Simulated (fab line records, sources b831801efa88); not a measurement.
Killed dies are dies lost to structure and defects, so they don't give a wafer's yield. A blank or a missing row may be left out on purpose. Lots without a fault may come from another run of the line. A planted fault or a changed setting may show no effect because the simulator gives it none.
Which tool did it? | flow sky130 | 15 lots, 45 wafers sampled, at 5 steps of a route of 708

WHAT THE GAUGES READ, wafer by wafer
SKY_LDD_HVN_TW_MEAS_10.
lot  | measured     | on            | LDD_HVN_TW
L253 | day 20 02:13 | film_metro-03 | 1433 1433 1442
L254 | day 20 22:16 | film_metro-01 | 1445 1439 1443
L255 | day 21 13:14 | film_metro-01 | 1452 1439 1456
L256 | day 21 18:37 | film_metro-03 | 1438 1431 1434
L257 | day 22 00:49 | film_metro-04 | 1426 1435 1434
L258 | day 22 08:26 | film_metro-04 | 1430 1420 1432
L261 | day 23 16:30 | film_metro-03 | 1432 1438 1442
L262 | day 24 03:05 | film_metro-04 | 1412 1422 1421
L264 | day 24 11:16 | film_metro-03 | 1433 1434 1432
L267 | day 25 20:02 | film_metro-01 | 1460 1450 1454
L271 | day 27 00:35 | film_metro-04 | 1424 1424 1428
L272 | day 27 09:37 | film_metro-03 | 1438 1435 1433
L274 | day 27 12:11 | film_metro-01 | 1435 1436 1442
L275 | day 27 21:35 | film_metro-04 | 1430 1433 1417
L276 | day 28 14:39 | film_metro-04 | 1440 1437 1436

SKY_LDD_LDN_OVL_MEAS_07.
lot  | measured     | on         | LDD_LDN_OVL (nm)
L253 | day 22 15:40 | overlay-02 | 0.3 1.3 1.3
L254 | day 23 12:17 | overlay-01 | -2.9 -2.3 -0.8
L255 | day 24 02:53 | overlay-02 | 0.1 -0.2 0.5
L256 | day 24 08:29 | overlay-01 | 0.1 -0.7 0.3
L257 | day 24 14:19 | overlay-02 | 3.0 3.3 3.7
L258 | day 24 22:14 | overlay-02 | -0.5 0.6 1.4
L261 | day 26 05:55 | overlay-01 | 1.8 2.3 1.8
L262 | day 26 14:47 | overlay-02 | 1.2 1.0 0.3
L264 | day 26 22:29 | overlay-02 | 2.4 2.1 3.9
L267 | day 28 06:32 | overlay-02 | 0.5 -0.5 1.2
L271 | day 29 09:23 | overlay-01 | 4.2 2.4 2.9
L272 | day 29 18:52 | overlay-01 | -2.7 0.0 -3.0
L274 | day 29 21:17 | overlay-01 | 0.7 0.8 2.5
L275 | day 30 05:26 | overlay-02 | 0.1 0.2 -0.1
L276 | day 30 22:50 | overlay-02 | -1.5 0.6 -0.6

SKY_LDD_LDN_TW_MEAS_13.
lot  | measured     | on            | LDD_LDN_TW
L253 | day 22 16:25 | film_metro-03 | 1487 1488 1480
L254 | day 23 13:37 | film_metro-04 | 1472 1461 1460
L255 | day 24 03:37 | film_metro-04 | 1454 1457 1457
L256 | day 24 09:13 | film_metro-04 | 1451 1462 1453
L257 | day 24 15:03 | film_metro-02 | 1478 1474 1474
L258 | day 24 22:58 | film_metro-03 | 1478 1483 1479
L261 | day 26 06:40 | film_metro-04 | 1337 1347 1339 1345 1331 1346
L262 | day 26 15:32 | film_metro-02 | 1347 1344 1351 1344 1342 1339
L264 | day 26 23:13 | film_metro-04 | 1337 1345 1335 1343 1339 1347
L267 | day 28 07:17 | film_metro-03 | 1477 1473 1474
L271 | day 29 10:07 | film_metro-04 | 1481 1484 1480
L272 | day 29 19:36 | film_metro-04 | 1487 1482 1479
L274 | day 29 22:01 | film_metro-02 | 1457 1460 1459
L275 | day 30 06:11 | film_metro-02 | 1458 1461 1453
L276 | day 30 23:34 | film_metro-02 | 1457 1461 1465

WHICH TOOL RAN EACH LOT (tool, then ch and the chambers of the sampled wafers, then the start)
lot  | SKY_POLY_GATE_ETCH_16              | SKY_LDD_LDN_IMPLANT_09
L253 | rie_diel-04 ch 1,2,3, day 16 04:19 | implanter-04 ch 0, day 22 15:53
L254 | rie_diel-04 ch 0,1, day 16 23:22   | implanter-01 ch 0, day 23 12:37
L255 | rie_diel-04 ch 0,1, day 17 12:20   | implanter-01 ch 0, day 24 03:05
L256 | rie_diel-01 ch 1,2, day 17 17:33   | implanter-02 ch 0, day 24 08:40
L257 | rie_diel-04 ch 2,3, day 18 01:10   | implanter-04 ch 0, day 24 14:30
L258 | rie_diel-02 ch 0,1,2, day 18 09:24 | implanter-04 ch 0, day 24 22:25
L261 | rie_diel-02 ch 1,2,3, day 19 16:24 | implanter-01, day 26 06:08
L262 | rie_diel-02 ch 1,3, day 20 03:28   | implanter-01, day 26 15:01
L264 | rie_diel-02 ch 1,2, day 20 11:29   | implanter-04, day 26 22:42
L267 | rie_diel-01 ch 0,1,3, day 21 20:40 | implanter-04 ch 0, day 28 06:44
L271 | rie_diel-01 ch 1,2,3, day 23 02:22 | implanter-02 ch 0, day 29 09:35
L272 | rie_diel-02 ch 0,1, day 23 11:37   | implanter-02 ch 0, day 29 19:03
L274 | rie_diel-01 ch 1,2, day 23 14:30   | implanter-04 ch 0, day 29 21:29
L275 | rie_diel-04 ch 0,1,3, day 24 01:12 | implanter-04 ch 0, day 30 05:40
L276 | rie_diel-04 ch 0,1,3, day 24 18:00 | implanter-01 ch 0, day 30 23:02
- SKY_POLY_GATE_ETCH_16: etches Si3N4 in CH3F/O2, stops on poly-Si, time 147.5 s, target depth 75 nm.
- SKY_LDD_LDN_IMPLANT_09

WHAT THE TOOLS THEMSELVES READ (means of the sampled wafers that have a number; where no wafer has one, the mark that the record gives instead)
SKY_POLY_GATE_ETCH_16.
lot  | tool        | drypump_motor_current_A (A) | oes_product_au (a.u.) | throttle_valve_pct (%)
L253 | rie_diel-04 | 5.8                         | 0.642                 | 10.536
L254 | rie_diel-04 | 5.4                         | 0.643                 | 10.534
L255 | rie_diel-04 | 5.2                         | 0.641                 | 10.533
L256 | rie_diel-01 | 5.7                         | 0.641                 | 10.528
L257 | rie_diel-04 | 5.9                         | 0.642                 | 10.532
L258 | rie_diel-02 | 5.9                         | 0.644                 | 10.541
L261 | rie_diel-02 | 5.4                         | 0.644                 | 10.544
L262 | rie_diel-02 | 5.7                         | 0.633                 | 10.533
L264 | rie_diel-02 | 5.7                         | 0.636                 | 10.539
L267 | rie_diel-01 | 5.8                         | 0.635                 | 10.538
L271 | rie_diel-01 | 5.8                         | 0.637                 | 10.536
L272 | rie_diel-02 | 6.2                         | 0.641                 | 10.537
L274 | rie_diel-01 | 5.8                         | 0.647                 | 10.541
L275 | rie_diel-04 | 5.5                         | 0.633                 | 10.533
L276 | rie_diel-04 | 5.4                         | 0.639                 | 10.532

SKY_LDD_LDN_IMPLANT_09.
lot  | tool         | beam_energy_keV | beam_on_s (s) | rotation_deg (degrees)
L253 | implanter-04 | 14.998          | 10.09         | 113.01
L254 | implanter-01 | 15.001          | 9.95          | 113.01
L255 | implanter-01 | 14.995          | 9.81          | 112.97
L256 | implanter-02 | 14.994          | 9.97          | 112.99
L257 | implanter-04 | 15.003          | 9.86          | 113.01
L258 | implanter-04 | 14.999          | 9.69          | 112.99
L261 | implanter-01 | -               | -             | -
L262 | implanter-01 | -               | -             | -
L264 | implanter-04 | -               | -             | -
L267 | implanter-04 | 15.001          | 10.06         | 112.97
L271 | implanter-02 | 15.001          | 9.99          | 112.98
L272 | implanter-02 | 15.004          | 10.03         | 113.00
L274 | implanter-04 | 14.995          | 9.97          | 113.00
L275 | implanter-04 | 14.998          | 9.94          | 112.99
L276 | implanter-01 | 14.996          | 9.93          | 113.00

THE ANSWER, worked out from the rows above alone
Rule: what is usual is taken from the lots themselves. Put in order of their means at a reading, lots are off if they are a third of the lots or fewer, leave a main group of 4 or more, and stand apart from it by a gap of 3 or more times the standard deviation of the main group's means; of several such gaps the widest counts. A main group whose means are all the same, to the digits that the tables above print for the reading, isn't used. A lot without any number at a reading at which 4 lots or more have one is off too. The other lots that the step has rows for count as sound. The gauges are gone through in route order, then the tools' own readings, and for those a lot's mean is taken as printed above. The first step at which some lot is off is used, and at that step the reading that is off furthest; a lot without a number counts as furthest.
Off: L261, L262, L264, at SKY_LDD_LDN_TW_MEAS_13 (LDD_LDN_TW). The main group: mean 1469, standard deviation 11.
A tool fits if, at a process step before that reading, it ran every lot that is off, and no sound lot after the first of them. The gauges at SKY_LDD_LDN_TW_MEAS_13 aren't tried: what is off there is off at SKY_LDD_LDN_IMPLANT_09 too, on other tools, and a gauge's error can't cause that. None of those tried fits.

WHAT THE SIMULATOR HAD PUT IN
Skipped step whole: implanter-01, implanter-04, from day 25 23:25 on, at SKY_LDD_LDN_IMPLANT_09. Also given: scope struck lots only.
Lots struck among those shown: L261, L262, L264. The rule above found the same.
